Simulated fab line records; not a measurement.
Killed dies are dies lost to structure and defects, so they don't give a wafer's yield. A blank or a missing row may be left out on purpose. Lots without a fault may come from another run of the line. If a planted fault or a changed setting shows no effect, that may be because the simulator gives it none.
fab line records | flow sky130
record lots=5 | wafers=15 | lastDay=49
route steps=708 shown SONOS_TUNNEL@160 SONOS_ONO@168 GATE_OXIDE@187 PAD_OPEN@708
lots untouched by any fault: they come from a run of this same line in which no faults occurred
startH: hours from the record's opening day to when the first of the lot's shown wafers began | waitH: time in hours since the lot's previous step | " same as the row above | L1.1+2: a single row standing in for several wafers | - either no value or no given start | * or withheld: withheld | < > ~ a bound
route shown NAME@n: NAME is a module with steps in the file, n the number in the route of the first one | usual: the fault-free wafers' mean and standard deviation | same: alike in all rows | chamber/n: place in a boat | sites: the reading at each site | _std_site: their standard deviation | _edge_site: the outer-site mean with the inner-site mean subtracted | radiusMm: for every site, how far away it sits from the centre of the wafer | mask NAME#n: copy n | behind: the most recent tool/chamber to have shaped the wafer | hold: reason for holding the lot/hours on hold/outcome of the hold | device: whichever transistor did not switch (one of n, p or np) | end of line: the route-end tests of the same wafers | a step given without rows: its recipe and nothing more | killed: dies lost to structure and defects at the first sort, not the wafer's yield | map: a wafer's dies, x killed, . not, _ none there
set.NAME: setting as actually run; set.NAME@STEP: the setting as run at that earlier step | model.NAME: the simulator's own value behind a step, which no gauge read
lots at selected steps of the route; one table per step, one row per wafer
services: the hour from which a tool's chamber was out of use, counted from the record's first day as startH (under 0 if before that day), plus the number of hours and why
## steps
# step SKY_SONOS_TUNNEL_DEVELOP_06
# recipe resist=NOVOLAK | developer=TMAH | developTimeS=60 | devTempC=23
# step SKY_SONOS_TUNNEL_IMPLANT_09
# recipe species=B | energyKev=20 | doseCm2=1e+12 | tiltDeg=withheld
# step SKY_SONOS_TUNNEL_WET_ETCH_10
# recipe chemistry=dHF | targetDepthNm=14 | target=SiO2 | dilution=100:1 | tempC=25 | timeS=280
# step SKY_SONOS_TUNNEL_STRIP_11
# recipe chemistry=SPM | timeS=600 | tempC=130
# step SKY_SONOS_TUNNEL_CLEAN_13
# recipe chemistry=dHF | timeS=20 | dilution=100:1 | dry=ipaMarangoni
# step SKY_SONOS_ONO_OXIDATION_00
# recipe tempC=800 | ambient=O2 | idleTempC=700 | rampUpCPerMin=10 | rampDownCPerMin=3 | stabiliseS=600 | purgeS=300 | targetThkA=26 | oxTimeS=1249
# step SKY_SONOS_ONO_CVD_02
# recipe material=Si3N4 | precursor=DCS/NH3 | targetThkNm=10.5 | tempC=770 | timeS=180 | pressureMtorr=250
# step SKY_SONOS_ONO_CVD_04
# recipe material=SiO2 | precursor=SiH4/N2O | targetThkNm=5.7199 | tempC=900 | pressureMtorr=400
# usual pressureMtorr=400.2/0.79 | zonePowerBottomPct=29.6/1
lot.wafer | tool     | chamber | startH | waitH | pressureMtorr | zonePowerBottomPct | model.SiO2_of_SONOS_ONO_CVD_04.thkNm
L231.2    | lpcvd-03 | 1       | 272.27 | 0.0   | 479.2         | 29.0               | 6.291
L231.5    | "        | 1       | "      | "     | 479.2         | 28.4               | 6.132
L231.6    | "        | 1       | "      | "     | 478.9         | 28.4               | 6.175
L232.1    | lpcvd-03 | 0       | 277.04 | 0.1   | 479.3         | 30.9               | 6.36
L232.3    | "        | 0       | "      | "     | 479.4         | 30.5               | 6.368
L232.5    | "        | 0       | "      | "     | 480.7         | 30.9               | 6.318
L233.1    | lpcvd-03 | 1       | 290.57 | 0.1   | 480.1         | 29.1               | 6.573
L233.5    | "        | 1       | "      | "     | 480.2         | 29.0               | 6.609
L233.6    | "        | 1       | "      | "     | 480.6         | 28.9               | 6.498
L241.1    | lpcvd-03 | 1       | 349.66 | 0.1   | 401.8         | 28.4               | 5.842
L241.3    | "        | 1       | "      | "     | 400.3         | 28.5               | 5.702
L241.4    | "        | 1       | "      | "     | 400.7         | 28.7               | 5.808
L246.1    | lpcvd-03 | 0       | 392.23 | 0.1   | 400.0         | 31.1               | 5.708
L246.2    | "        | 0       | "      | "     | 400.5         | 30.7               | 5.766
L246.3    | "        | 0       | "      | "     | 400.3         | 30.7               | 5.777
# step SKY_SONOS_ONO_THK_MEAS_05
# recipe reads=SiO2_of_SONOS_ONO_CVD_04
# usual SONOS_ONO_CVD_04_THK=5.75/0.11
lot.wafer | tool         | chamber | startH | waitH | SONOS_ONO_CVD_04_THK[nm]
L231.2    | filmMetro-02 | -       | 273.53 | 0.0   | 6.28
L231.5    | "            | -       | "      | "     | 6.15
L231.6    | "            | -       | "      | "     | 6.14
L232.1    | filmMetro-04 | -       | 278.91 | 0.0   | 6.33
L232.3    | "            | -       | "      | "     | 6.39
L232.5    | "            | -       | "      | "     | 6.33
L233.1    | filmMetro-02 | -       | 291.82 | 0.0   | 6.56
L233.5    | "            | -       | "      | "     | 6.62
L233.6    | "            | -       | "      | "     | 6.56
L241.1    | filmMetro-04 | -       | 350.91 | 0.0   | 5.82
L241.3    | "            | -       | "      | "     | 5.66
L241.4    | "            | -       | "      | "     | 5.82
L246.1    | filmMetro-02 | -       | 393.48 | 0.0   | 5.68
L246.2    | "            | -       | "      | "     | 5.75
L246.3    | "            | -       | "      | "     | 5.75
# step SKY_SONOS_ONO_DEHYDRATE_06
# recipe tempC=200 | timeS=60
# step SKY_SONOS_ONO_HMDS_07
# recipe primeTimeS=60 | primeTempC=120
# step SKY_SONOS_ONO_COAT_08
# recipe resist=NOVOLAK | spinRpm=3000 | resistThkNm=1140
# step SKY_SONOS_ONO_SOFTBAKE_09
# recipe tempC=90 | timeS=60 | resist=NOVOLAK
# step SKY_SONOS_ONO_EXPOSE_10
# recipe maskId=ONOM | targetCdNm=410 | na=0.6 | sourceShape=conventional | sigmaOuter=0.6 | doseMj=150
# step SKY_SONOS_ONO_PEB_11
# recipe tempC=withheld | timeS=* | resist=NOVOLAK
# step SKY_SONOS_ONO_DEVELOP_12
# recipe developTimeS=60 | devTempC=23
# step SKY_SONOS_ONO_ETCH_15
# recipe targetDepthNm=19.52 | chemistry=CHF3/O2 | sourceW=600 | biasW=200 | pressureMtorr=40 | chf3FlowSccm=50 | O2_flow_sccm=5 | timeS=7.8
# step SKY_SONOS_ONO_WET_ETCH_16
# recipe chemistry=dHF | targetDepthNm=14 | dry=n2Spin | target=SiO2 | dilution=100:1 | tempC=25 | timeS=280
# step SKY_SONOS_ONO_STRIP_17
# recipe chemistry=O2/N2 | powerW=1400 | pressureMtorr=1500 | platenTempC=withheld | o2FlowSccm=3000 | n2FlowSccm=300 | overashFraction=0.5
# step SKY_SONOS_ONO_WET_ETCH_18
# recipe chemistry=H3PO4 | targetDepthNm=15 | target=Si3N4 | tempC=160 | timeS=172
# step SKY_GATE_OXIDE_CLEAN_00
# recipe chemistry=SC1/SC2 | mix=1:4:20 | tempC=70 | timeS=150 | dry=n2Spin
# step SKY_GATE_OXIDE_OXIDATION_01
# recipe tempC=900 | ambient=O2 | stabiliseS=600 | purgeS=300 | targetThkA=102.68 | oxTimeS=1473
# step SKY_GATE_OXIDE_DEHYDRATE_03
# recipe tempC=200 | timeS=60
# step SKY_GATE_OXIDE_HMDS_04
# recipe primeTimeS=60 | primeTempC=120
# step SKY_GATE_OXIDE_COAT_05
# recipe resist=NOVOLAK | spinRpm=3000 | resistThkNm=1140
# step SKY_GATE_OXIDE_SOFTBAKE_06
# recipe tempC=90 | timeS=60 | resist=NOVOLAK
# step SKY_GATE_OXIDE_EXPOSE_07
# recipe maskId=LVOM | na=0.6 | sourceShape=conventional | sigmaOuter=0.6 | polarization=unpolarized | targetCdNm=600 | doseMj=170
# step SKY_GATE_OXIDE_PEB_08
# recipe tempC=withheld | timeS=* | resist=NOVOLAK
# step SKY_GATE_OXIDE_DEVELOP_09
# recipe resist=NOVOLAK | developer=TMAH | developTimeS=60 | devTempC=23
# step SKY_GATE_OXIDE_IMPLANT_11
# recipe species=B | energyKev=10 | doseCm2=2.6e+12 | tiltDeg=withheld
# step SKY_GATE_OXIDE_WET_ETCH_12
# recipe chemistry=dHF | targetDepthNm=16.8 | dry=n2Spin | target=SiO2 | dilution=100:1 | tempC=25 | timeS=336
# step SKY_GATE_OXIDE_STRIP_13
# recipe chemistry=O2/N2 | powerW=1400 | pressureMtorr=1500 | platenTempC=withheld | o2FlowSccm=3000 | n2FlowSccm=300 | overashFraction=0.5
# step SKY_GATE_OXIDE_CLEAN_15
# recipe chemistry=SC1/SC2 | mix=1:4:20 | tempC=70 | timeS=150 | dry=n2Spin
# usual tempC=70.04/0.12
lot.wafer | tool        | chamber | startH | waitH | tempC | model.SiO2_of_SONOS_ONO_CVD_04.thkNm
L231.2    | wetBench-03 | 0       | 326.84 | 0.0   | 69.93 | 4.789
L231.5    | "           | 0       | "      | "     | 70.08 | 4.624
L231.6    | "           | 0       | "      | "     | 70.02 | 4.67
L232.1    | wetBench-02 | 1       | 332.99 | 0.1   | 70.09 | 4.844
L232.3    | "           | 1       | "      | "     | 69.79 | 4.857
L232.5    | "           | 1       | "      | "     | 69.89 | 4.808
L233.1    | wetBench-03 | 3       | 347.01 | 0.1   | 69.98 | 5.051
L233.5    | "           | 3       | "      | "     | 70.03 | 5.089
L233.6    | "           | 3       | "      | "     | 69.94 | 4.975
L241.1    | wetBench-03 | 1       | 411.90 | 0.1   | 70.06 | 4.335
L241.3    | "           | 1       | "      | "     | 69.92 | 4.195
L241.4    | "           | 1       | "      | "     | 69.95 | 4.302
L246.1    | wetBench-03 | 2       | 458.23 | 0.1   | 69.95 | 4.191
L246.2    | "           | 2       | "      | "     | 69.97 | 4.248
L246.3    | "           | 2       | "      | "     | 70.13 | 4.255
# step SKY_PAD_OPEN_PROBE_99
# usual killed_at_M0_to_M3=43/6.8 | killed_at_M4_up=2.9/1.7 | killedAtContacts=24/5.4 | killedAtFrontEnd=15/4.8 | killedAtOther=0.3/0.57 | killedDies=85/9.4 | killedOpen=47/7.5 | killedShort=38/5.7
# same grossDies=492 | killedAtBackSide=0
lot.wafer | tool      | chamber | startH  | waitH | killed_at_M0_to_M3 | killed_at_M4_up | killedAtContacts | killedAtFrontEnd | killedAtOther | killedDies | killedOpen | killedShort | model.etest.sonosErased.driveUaUm | model.etest.sonosUncharged.rOnOhmUm | model.etest.capOno.gateLog10ACm2 | model.etest.capOno.gateBvV | model.etest.capOno.toxAccNm | model.etest.sonosProgrammed.vtV | model.etest.sonosErased.vtV | model.etest.sonosProgrammed.offLog10AUm
L231.2    | prober-01 | -       | 1080.48 | 0.1   | 41                 | 4               | 33               | 13               | 3             | 94         | 55         | 39          | 144.5                             | 837.7                               | -8.63                            | 17.23                      | 13.49                       | 1.126                           | -1.996                      | -13.75
L231.5    | prober-01 | -       | 1080.63 | 0.2   | 45                 | 7               | 22               | 21               | 0             | 95         | 53         | 42          | 166                               | 818.4                               | -8.524                           | 16.54                      | 13.34                       | 1.193                           | -2.095                      | -13.95
L231.6    | prober-01 | -       | 1080.68 | 0.2   | 44                 | 3               | 21               | 19               | 0             | 87         | 49         | 38          | 187.9                             | 834.7                               | -8.432                           | 16.82                      | 13.29                       | 1.24                            | -2.165                      | -13.87
L232.1    | prober-02 | -       | 1084.69 | 0.1   | 33                 | 2               | 20               | 16               | 0             | 71         | 41         | 30          | 177.2                             | 825.6                               | -8.693                           | 16.81                      | 13.46                       | 1.1                             | -2.08                       | -13.63
L232.3    | prober-02 | -       | 1084.79 | 0.2   | 36                 | 2               | 21               | 34               | 0             | 93         | 43         | 50          | 135.4                             | 828.8                               | -8.676                           | 16.74                      | 13.44                       | 1.159                           | -1.995                      | -14.04
L232.5    | prober-02 | -       | 1084.89 | 0.2   | 31                 | 1               | 27               | 22               | 1             | 82         | 50         | 32          | 175.9                             | 812.9                               | -8.676                           | 16.68                      | 13.39                       | 1.177                           | -2.074                      | -13.89
L233.1    | prober-01 | -       | 1097.21 | 0.1   | 53                 | 4               | 24               | 13               | 0             | 94         | 49         | 45          | 148.1                             | 847.7                               | -9.2                             | 17.43                      | 13.85                       | 0.9265                          | -1.801                      | -13.1
L233.5    | prober-01 | -       | 1097.41 | 0.2   | 42                 | 4               | 30               | 14               | 1             | 91         | 49         | 42          | 123                               | 842.6                               | -9.092                           | 17.58                      | 13.8                        | 0.9585                          | -1.773                      | -13.25
L233.6    | prober-01 | -       | 1097.46 | 0.2   | 55                 | 4               | 28               | 15               | 1             | 103        | 59         | 44          | 118.8                             | 858                                 | -8.954                           | 17.78                      | 13.65                       | 1.005                           | -1.825                      | -13.65
L241.1    | prober-01 | -       | 1147.85 | 0.1   | 40                 | 5               | 18               | 12               | 0             | 75         | 40         | 35          | 182.1                             | 822.2                               | -8.154                           | 16.13                      | 13.03                       | 1.413                           | -2.186                      | -13.96
L241.3    | prober-01 | -       | 1147.95 | 0.2   | 47                 | 2               | 26               | 18               | 0             | 93         | 58         | 35          | 155                               | 818                                 | -7.998                           | 16.29                      | 12.94                       | 1.457                           | -2.197                      | -13.98
L241.4    | prober-01 | -       | 1148.00 | 0.2   | 45                 | 0               | 32               | 20               | 0             | 97         | 53         | 44          | 196.7                             | 820                                 | -8.182                           | 16.73                      | 13.03                       | 1.431                           | -2.197                      | -14.02
L246.1    | prober-01 | -       | 1169.18 | 0.1   | 52                 | 4               | 24               | 7                | 0             | 87         | 48         | 39          | 199.1                             | 788.7                               | -7.862                           | 16.63                      | 12.92                       | 1.447                           | -2.295                      | -13.95
L246.2    | prober-01 | -       | 1169.23 | 0.1   | 44                 | 3               | 18               | 5                | 0             | 70         | 35         | 35          | 185.6                             | 805.7                               | -7.968                           | 16.61                      | 12.93                       | 1.466                           | -2.272                      | -14.04
L246.3    | prober-01 | -       | 1169.28 | 0.2   | 40                 | 3               | 31               | 17               | 0             | 91         | 60         | 31          | 198                               | 797.9                               | -8                               | 16.48                      | 12.91                       | 1.53                            | -2.302                      | -14.07
# killed by level:class
L231.2 CONTACT:geometricParticle:open=13 VIA1:geometricParticle:open=10 VIA3:geometricParticle:open=9 LI_CONTACT:geometricParticle:open=8 VIA2:geometricParticle:open=8 CONTACT:geometricParticle:short=7 FIELD_ISO:geometricParticle:short=4 POLY_GATE:geometricParticle:short=4
L231.5 CONTACT:geometricParticle:open=9 VIA2:geometricParticle:open=9 VIA1:geometricParticle:short=7 METAL4:geometricParticle:short=7 VIA3:geometricParticle:open=7 POLY_GATE:geometricParticle:open=6 LI_CONTACT:geometricParticle:open=6 METAL1:geometricParticle:short=5
L231.6 VIA3:geometricParticle:open=10 METAL1:geometricParticle:short=8 POLY_GATE:geometricParticle:open=7 VIA1:geometricParticle:open=7 CONTACT:geometricParticle:open=6 LI_CONTACT:geometricParticle:open=5 FIELD_ISO:geometricParticle:open=4 POLY_GATE:geometricParticle:short=4
L232.1 VIA3:geometricParticle:open=8 VIA1:geometricParticle:open=7 LI_CONTACT:geometricParticle:open=7 CONTACT:geometricParticle:short=6 CONTACT:geometricParticle:open=6 FIELD_ISO:geometricParticle:short=5 POLY_GATE:geometricParticle:short=4 METAL1:geometricParticle:short=4
L232.3 POLY_GATE:geometricParticle:short=8 LOCAL_INTERCONNECT:geometricParticle:short=8 VIA1:geometricParticle:open=8 VIA3:geometricParticle:open=7 FIELD_ISO:geometricParticle:short=6 FIELD_ISO:geometricParticle:open=6 POLY_GATE:geometricParticle:open=6 LI_CONTACT:geometricParticle:open=5
L232.5 CONTACT:geometricParticle:open=10 POLY_GATE:geometricParticle:open=8 VIA2:geometricParticle:open=8 VIA1:geometricParticle:open=6 LI_CONTACT:geometricParticle:open=5 LOCAL_INTERCONNECT:geometricParticle:short=5 METAL2:geometricParticle:short=5 FIELD_ISO:geometricParticle:open=4
L233.1 VIA1:geometricParticle:open=15 LOCAL_INTERCONNECT:geometricParticle:short=9 VIA2:geometricParticle:open=7 POLY_GATE:geometricParticle:short=6 VIA3:geometricParticle:open=6 LI_CONTACT:geometricParticle:open=6 VIA1:geometricParticle:short=6 METAL1:geometricParticle:short=6
L233.5 VIA1:geometricParticle:open=9 CONTACT:geometricParticle:open=8 METAL1:geometricParticle:short=7 VIA2:geometricParticle:open=7 FIELD_ISO:geometricParticle:short=6 LOCAL_INTERCONNECT:geometricParticle:short=6 LI_CONTACT:geometricParticle:open=5 CONTACT:geometricParticle:short=5
L233.6 METAL1:geometricParticle:short=11 CONTACT:geometricParticle:open=11 VIA1:geometricParticle:open=11 VIA3:geometricParticle:open=9 POLY_GATE:geometricParticle:open=8 VIA1:geometricParticle:short=7 LI_CONTACT:geometricParticle:short=4 LOCAL_INTERCONNECT:geometricParticle:open=4
L241.1 VIA1:geometricParticle:open=12 POLY_GATE:geometricParticle:open=5 METAL2:geometricParticle:short=5 LI_CONTACT:geometricParticle:open=4 LOCAL_INTERCONNECT:geometricParticle:short=4 CONTACT:geometricParticle:short=4 METAL1:geometricParticle:short=4 VIA2:geometricParticle:open=4
L241.3 VIA1:geometricParticle:open=13 CONTACT:geometricParticle:open=10 POLY_GATE:geometricParticle:open=9 METAL1:geometricParticle:short=9 LI_CONTACT:geometricParticle:open=6 VIA3:geometricParticle:open=6 LOCAL_INTERCONNECT:geometricParticle:short=5 METAL2:geometricParticle:short=4
L241.4 CONTACT:geometricParticle:open=13 VIA1:geometricParticle:open=13 METAL1:geometricParticle:short=8 CONTACT:geometricParticle:short=7 VIA2:geometricParticle:open=6 FIELD_ISO:geometricParticle:open=5 LOCAL_INTERCONNECT:geometricParticle:short=5 POLY_GATE:geometricParticle:short=5
L246.1 VIA1:geometricParticle:open=11 CONTACT:geometricParticle:open=11 VIA3:geometricParticle:open=9 VIA2:geometricParticle:open=7 METAL1:geometricParticle:short=5 METAL2:geometricParticle:short=5 VIA1:geometricParticle:short=4 LI_CONTACT:geometricParticle:open=4
L246.2 VIA1:geometricParticle:open=12 CONTACT:geometricParticle:open=8 VIA2:geometricParticle:open=8 VIA1:geometricParticle:short=7 CONTACT:geometricParticle:short=5 VIA3:geometricParticle:short=5 FIELD_ISO:geometricParticle:short=4 VIA3:geometricParticle:open=3
L246.3 CONTACT:geometricParticle:open=14 VIA2:geometricParticle:open=13 LI_CONTACT:geometricParticle:open=9 POLY_GATE:geometricParticle:open=7 LI_CONTACT:geometricParticle:short=5 VIA3:geometricParticle:open=5 POLY_GATE:geometricParticle:short=4 METAL2:geometricParticle:short=4
## services
tool        | chamber | startH | hours | kind
wetBench-03 | -       | 265.50 | 33.4  | repair
## key
firstSign step=SKY_SONOS_ONO_CVD_04 | reading=pressureMtorr | direction=up | sigmas=99+ | usual=400.2 | struck=479.7
effect step=SKY_SONOS_ONO_THK_MEAS_05 | reading=SONOS_ONO_CVD_04_THK | direction=up | sigmas=5.5 | usual=5.75 | struck=6.37
modelEffect step=SKY_SONOS_ONO_CVD_04 | value=SiO2_of_SONOS_ONO_CVD_04.thkNm | without=5.824 | struck=6.369
modelEffect step=SKY_GATE_OXIDE_CLEAN_15 | value=SiO2_of_SONOS_ONO_CVD_04.thkNm | without=4.31 | struck=4.856
modelEffect step=SKY_PAD_OPEN_PROBE_99 | value=etest.sonosErased.driveUaUm | without=183.5 | struck=153
metAt SKY_SONOS_ONO_CVD_04
struckWafers L231.2,L231.5,L231.6,L232.1,L232.3,L232.5,L233.1,L233.5,L233.6
testerLeftOut L231,L232,L233
fault kind=processParameterDrift | tool=lpcvd-03 | chamber=- | onsetH=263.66 | steps=SKY_SONOS_ONO_CVD_04 | channel=pressureMtorr | offset=80 | shape=step | endH=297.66 | stated=400
# testerLeftOut: of these lots the tester's yield and bins aren't shown, on N5 and GAA mostly nor the transistor test; their killed dies are dies lost to structure and defects alone, not to doping, threshold or leakage, so they don't give the yield
